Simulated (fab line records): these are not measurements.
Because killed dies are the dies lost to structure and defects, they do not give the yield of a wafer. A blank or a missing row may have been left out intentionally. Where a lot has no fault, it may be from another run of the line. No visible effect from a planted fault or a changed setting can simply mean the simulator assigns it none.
What tool caused it? :: flow gf180mcu :: Sampling: 14 lots, 42 wafers, 4 of 602 route steps

## WHAT EACH GAUGE READ, for each wafer
GF_M2_OVL_MEAS_15. Usual: M2_OVL typically reads 4 nm, with standard deviation 5.4.
lot: L293
measured: day 18 16:50
on: overlay-01
M2_OVL (nm): 2 3 1
flag: 

lot: L294
measured: day 19 05:29
on: overlay-01
M2_OVL (nm): 7 5 7
flag: 

lot: L295
measured: day 20 18:53
on: overlay-01
M2_OVL (nm): 1 3 9
flag: 

lot: L298
measured: day 21 01:18
on: overlay-01
M2_OVL (nm): 6 10 14
flag: 

lot: L297
measured: day 21 02:04
on: overlay-01
M2_OVL (nm): -4 3 2
flag: 

lot: L300
measured: day 22 00:28
on: overlay-02
M2_OVL (nm): 1 1 2
flag: 

lot: L303
measured: day 23 07:50
on: overlay-02
M2_OVL (nm): 14 9 13
flag: 

lot: L304
measured: day 23 13:48
on: overlay-02
M2_OVL (nm): 7 6 12
flag: 

lot: L305
measured: day 23 14:46
on: overlay-02
M2_OVL (nm): 5 -2 14
flag: 

lot: L306
measured: day 23 23:59
on: overlay-02
M2_OVL (nm): -3 0 -8
flag: 

lot: L307
measured: day 24 15:28
on: overlay-02
M2_OVL (nm): 9 14 12
flag: 

lot: L308
measured: day 24 18:34
on: overlay-01
M2_OVL (nm): 3 5 5
flag: 

lot: L314
measured: day 26 11:27
on: overlay-02
M2_OVL (nm): 1 2 3
flag: 

lot: L316
measured: day 27 03:00
on: overlay-01
M2_OVL (nm): 8 0 5
flag: 

GF_V2_BOW_MEAS_05. Usual: V2_BOW typically reads 99 um, with standard deviation 9.
lot: L293
measured: day 18 18:05
on: film-metro-03
V2_BOW (um): 89 97 101
flag: 

lot: L294
measured: day 19 06:47
on: film-metro-01
V2_BOW (um): 105 97 100
flag: 

lot: L295
measured: day 20 20:10
on: film-metro-04
V2_BOW (um): 98 98 101
flag: 

lot: L298
measured: day 21 02:44
on: film-metro-04
V2_BOW (um): 100 95 100
flag: 

lot: L297
measured: day 21 03:22
on: film-metro-04
V2_BOW (um): 100 101 99
flag: 

lot: L300
measured: day 22 01:44
on: film-metro-03
V2_BOW (um): 105 96 96
flag: 

lot: L303
measured: day 23 09:04
on: film-metro-01
V2_BOW (um): 117 114 108
flag: 

lot: L304
measured: day 23 15:02
on: film-metro-03
V2_BOW (um): 98 110 104
flag: 

lot: L305
measured: day 23 16:07
on: film-metro-01
V2_BOW (um): 88 81 80
flag: 

lot: L306
measured: day 24 01:15
on: film-metro-01
V2_BOW (um): 107 103 100
flag: 

lot: L307
measured: day 24 16:42
on: film-metro-01
V2_BOW (um): 95 101 114
flag: 

lot: L308
measured: day 24 19:53
on: film-metro-01
V2_BOW (um): 87 97 96
flag: 

lot: L314
measured: day 26 12:41
on: film-metro-01
V2_BOW (um): 97 103 88
flag: 

lot: L316
measured: day 27 04:14
on: film-metro-03
V2_BOW (um): 96 95 102
flag: 

GF_V2_OVL_MEAS_15. Usual: V2_OVL typically reads 5 nm, with standard deviation 6.3.
lot: L293
measured: day 19 18:45
on: overlay-02
V2_OVL (nm): 3 4 -4
flag: 

lot: L294
measured: day 20 07:00
on: overlay-01
V2_OVL (nm): 8 -2 -5
flag: 

lot: L295
measured: day 21 20:24
on: overlay-01
V2_OVL (nm): 3 3 4
flag: 

lot: L298
measured: day 22 03:18
on: overlay-02
V2_OVL (nm): 10 6 12
flag: 

lot: L297
measured: day 22 03:31
on: overlay-02
V2_OVL (nm): 8 1 0
flag: 

lot: L300
measured: day 23 00:49
on: overlay-02
V2_OVL (nm): 4 18 12
flag: 

lot: L303
measured: day 24 07:27
on: overlay-02
V2_OVL (nm): 7 11 7
flag: 

lot: L304
measured: day 24 13:28
on: overlay-01
V2_OVL (nm): 0 -1 -7
flag: 

lot: L305
measured: day 24 14:26
on: overlay-02
V2_OVL (nm): - - -
flag: OFF

lot: L306
measured: day 24 22:58
on: overlay-01
V2_OVL (nm): - - -
flag: OFF

lot: L307
measured: day 25 14:12
on: overlay-02
V2_OVL (nm): 14 12 22
flag: 

lot: L308
measured: day 25 17:04
on: overlay-02
V2_OVL (nm): 4 13 7
flag: 

lot: L314
measured: day 27 09:09
on: overlay-02
V2_OVL (nm): 1 10 13
flag: 

lot: L316
measured: day 28 00:25
on: overlay-01
V2_OVL (nm): 14 14 4
flag: 

## WHAT TOOL EACH LOT RAN ON (gives the tool, then ch and the chambers of the sampled wafers, and finally the start)
lot: L293
GF_V2_PEB_12: litho-track-01 ch 0, day 19 18:19

lot: L294
GF_V2_PEB_12: litho-track-01 ch 0, day 20 06:34

lot: L295
GF_V2_PEB_12: litho-track-01 ch 0, day 21 19:58

lot: L298
GF_V2_PEB_12: litho-track-01 ch 0, day 22 02:50

lot: L297
GF_V2_PEB_12: litho-track-04 ch 0, day 22 03:03

lot: L300
GF_V2_PEB_12: litho-track-03 ch 0, day 23 00:24

lot: L303
GF_V2_PEB_12: litho-track-01 ch 0, day 24 06:59

lot: L304
GF_V2_PEB_12: litho-track-03 ch 0, day 24 12:59

lot: L305
GF_V2_PEB_12: litho-track-04, day 24 13:59

lot: L306
GF_V2_PEB_12: litho-track-03, day 24 22:31

lot: L307
GF_V2_PEB_12: litho-track-01 ch 0, day 25 13:44

lot: L308
GF_V2_PEB_12: litho-track-03 ch 0, day 25 16:37

lot: L314
GF_V2_PEB_12: litho-track-01 ch 0, day 27 08:41

lot: L316
GF_V2_PEB_12: litho-track-03 ch 0, day 27 23:56
- GF_V2_PEB_12: peb time 90 s.

## WHAT THE TOOLS THEMSELVES READ (means of the sampled wafers that have a number; where no wafer has one, the mark that the record gives instead)
GF_V2_PEB_12. Usual: chill-plate-temp-C 23.02 C, standard deviation 0.1; exhaust-pa 45.0 Pa, standard deviation 0.79.
lot: L293
tool: litho-track-01
chill-plate-temp-C (C): 22.96
exhaust-pa (Pa): 45.3
flag: 

lot: L294
tool: litho-track-01
chill-plate-temp-C (C): 23.06
exhaust-pa (Pa): 44.1
flag: 

lot: L295
tool: litho-track-01
chill-plate-temp-C (C): 22.99
exhaust-pa (Pa): 46.1
flag: 

lot: L298
tool: litho-track-01
chill-plate-temp-C (C): 23.08
exhaust-pa (Pa): 45.0
flag: 

lot: L297
tool: litho-track-04
chill-plate-temp-C (C): 23.10
exhaust-pa (Pa): 45.8
flag: 

lot: L300
tool: litho-track-03
chill-plate-temp-C (C): 22.96
exhaust-pa (Pa): 44.8
flag: 

lot: L303
tool: litho-track-01
chill-plate-temp-C (C): 22.98
exhaust-pa (Pa): 45.5
flag: 

lot: L304
tool: litho-track-03
chill-plate-temp-C (C): 23.01
exhaust-pa (Pa): 45.6
flag: 

lot: L305
tool: litho-track-04
chill-plate-temp-C (C): -
exhaust-pa (Pa): -
flag: OFF

lot: L306
tool: litho-track-03
chill-plate-temp-C (C): -
exhaust-pa (Pa): -
flag: OFF

lot: L307
tool: litho-track-01
chill-plate-temp-C (C): 22.95
exhaust-pa (Pa): 45.1
flag: 

lot: L308
tool: litho-track-03
chill-plate-temp-C (C): 23.01
exhaust-pa (Pa): 45.8
flag: 

lot: L314
tool: litho-track-01
chill-plate-temp-C (C): 23.09
exhaust-pa (Pa): 44.2
flag: 

lot: L316
tool: litho-track-03
chill-plate-temp-C (C): 22.92
exhaust-pa (Pa): 45.1
flag: 

## THE ANSWER, worked out from the rows above alone
Rule: lot off if the mean of its wafers having a number is beyond 3 standard deviations from the usual mean. Also off: a lot with no number at a reading for which 4 or more lots have one. The other lots that the step has rows for count as sound. After the gauges, taken in route order, come the tools' own readings; for these a lot's mean is taken, as printed above. At the first step where some lot is off, the reading lying furthest off is the one used; lots without a number count as furthest.
Off: L305, L306, at GF_V2_OVL_MEAS_15 (V2_OVL). Without a number there: L305, L306.
A tool fits if, at a process step before that reading, it ran every lot that is off, and no sound lot after the first of them. Not tried: the gauges at GF_V2_OVL_MEAS_15; whatever is off there is also off at GF_V2_PEB_12, on other tools, and gauge error can't account for it. None of those tried fits.

## WHAT WAS PUT IN BY THE SIMULATOR
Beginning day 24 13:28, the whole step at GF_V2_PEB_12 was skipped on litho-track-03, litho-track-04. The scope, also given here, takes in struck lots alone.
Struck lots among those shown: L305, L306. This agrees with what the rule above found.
